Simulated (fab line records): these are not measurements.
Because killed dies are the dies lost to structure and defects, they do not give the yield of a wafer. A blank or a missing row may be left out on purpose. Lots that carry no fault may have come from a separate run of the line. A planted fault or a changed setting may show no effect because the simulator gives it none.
Chamber matching || flow gf180mcu || 4 sister chambers for GF_V4_CMP_04 on cmp-01
The step polishes SiO2. 14 wafers are shown with their chamber, then 7 later ones without.

== WAFERS, EACH WITH ITS CHAMBER ==
{"wafer": "L804.2", "chamber": 0, "motorCurrentA (A)": 12.8, "platenRpm (rpm)": 59.95, "timeToEndpointS (s)": 85}
{"wafer": "L804.5", "chamber": 1, "motorCurrentA (A)": 13.5, "platenRpm (rpm)": 60.07, "timeToEndpointS (s)": 86}
{"wafer": "L804.6", "chamber": 2, "motorCurrentA (A)": 12.0, "platenRpm (rpm)": 60.01, "timeToEndpointS (s)": 90}
{"wafer": "L807.1", "chamber": 3, "motorCurrentA (A)": 11.5, "platenRpm (rpm)": 59.92, "timeToEndpointS (s)": 73}
{"wafer": "L807.2", "chamber": 2, "motorCurrentA (A)": 12.3, "platenRpm (rpm)": 60.04, "timeToEndpointS (s)": 72}
{"wafer": "L807.5", "chamber": 0, "motorCurrentA (A)": 12.1, "platenRpm (rpm)": 60.06, "timeToEndpointS (s)": 71}
{"wafer": "L809.1", "chamber": 1, "motorCurrentA (A)": 12.5, "platenRpm (rpm)": 60.01, "timeToEndpointS (s)": 76}
{"wafer": "L809.2", "chamber": 3, "motorCurrentA (A)": 12.0, "platenRpm (rpm)": 59.99, "timeToEndpointS (s)": 71}
{"wafer": "L809.6", "chamber": 1, "motorCurrentA (A)": 13.1, "platenRpm (rpm)": 60.00, "timeToEndpointS (s)": 82}
{"wafer": "L819.1", "chamber": 1, "motorCurrentA (A)": 13.4, "platenRpm (rpm)": 60.11, "timeToEndpointS (s)": 76}
{"wafer": "L819.4", "chamber": 3, "motorCurrentA (A)": 12.1, "platenRpm (rpm)": 59.94, "timeToEndpointS (s)": 85}
{"wafer": "L819.5", "chamber": 0, "motorCurrentA (A)": 12.1, "platenRpm (rpm)": 60.08, "timeToEndpointS (s)": 79}
{"wafer": "L821.3", "chamber": 1, "motorCurrentA (A)": 13.3, "platenRpm (rpm)": 60.04, "timeToEndpointS (s)": 84}
{"wafer": "L821.4", "chamber": 0, "motorCurrentA (A)": 12.2, "platenRpm (rpm)": 60.06, "timeToEndpointS (s)": 82}

SIGNATURES (averages over the wafers above)
{"reading": "motorCurrentA", "chamber 0": 12.300, "chamber 1": 13.160, "chamber 2": 12.150, "chamber 3": 11.867, "scatter within a chamber": 0.35}
{"reading": "platenRpm", "chamber 0": 60.0375, "chamber 1": 60.0460, "chamber 2": 60.0250, "chamber 3": 59.9500, "scatter within a chamber": 0.0465}
{"reading": "timeToEndpointS", "chamber 0": 79.25, "chamber 1": 80.80, "chamber 2": 81.00, "chamber 3": 76.33, "scatter within a chamber": 6.86}
Rule: for each reading, subtract the chamber's mean from the wafer's reading, divide by that reading's scatter and square the result; add these up over the readings and take the root, which gives the wafer's distance from the chamber. The wafer belongs to the nearest chamber; if the next one is less than 2 further off, it can't be placed. How the scatter is found: for the shown wafers, subtract from each reading the mean of its chamber, square and add these, divide the total by (wafers less chambers), then take the root.

== WAFERS WITHOUT THEIR CHAMBER ==
{"wafer": "L821.6", "motorCurrentA (A)": 13.3, "platenRpm (rpm)": 60.08, "timeToEndpointS (s)": 91}
{"wafer": "L820.3", "motorCurrentA (A)": 12.1, "platenRpm (rpm)": 59.97, "timeToEndpointS (s)": 76}
{"wafer": "L820.4", "motorCurrentA (A)": 12.3, "platenRpm (rpm)": 59.99, "timeToEndpointS (s)": 89}
{"wafer": "L820.5", "motorCurrentA (A)": 12.7, "platenRpm (rpm)": 59.96, "timeToEndpointS (s)": 90}
{"wafer": "L824.1", "motorCurrentA (A)": 12.7, "platenRpm (rpm)": 60.00, "timeToEndpointS (s)": 78}
{"wafer": "L824.2", "motorCurrentA (A)": 12.2, "platenRpm (rpm)": 59.92, "timeToEndpointS (s)": 72}
{"wafer": "L824.4", "motorCurrentA (A)": 11.8, "platenRpm (rpm)": 60.02, "timeToEndpointS (s)": 81}

== EACH ONE'S CHAMBER ==
{"wafer": "L821.6", "from the rows above": "can't be placed: 1 or 0", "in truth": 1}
{"wafer": "L820.3", "from the rows above": "can't be placed: 3 or 2 or 0", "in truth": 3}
{"wafer": "L820.4", "from the rows above": "can't be placed: 2 or 0 or 3 or 1", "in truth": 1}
{"wafer": "L820.5", "from the rows above": "can't be placed: 2 or 0 or 1 or 3", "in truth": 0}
{"wafer": "L824.1", "from the rows above": "can't be placed: 0 or 1 or 2 or 3", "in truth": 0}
{"wafer": "L824.2", "from the rows above": "can't be placed: 3 or 2 or 0", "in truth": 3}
{"wafer": "L824.4", "from the rows above": "can't be placed: 2 or 0 or 3", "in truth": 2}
Placed correctly: 0 of 7. From these rows, 7 cannot be placed; in 7 the true chamber is one of the candidates. Wrongly placed: 0.
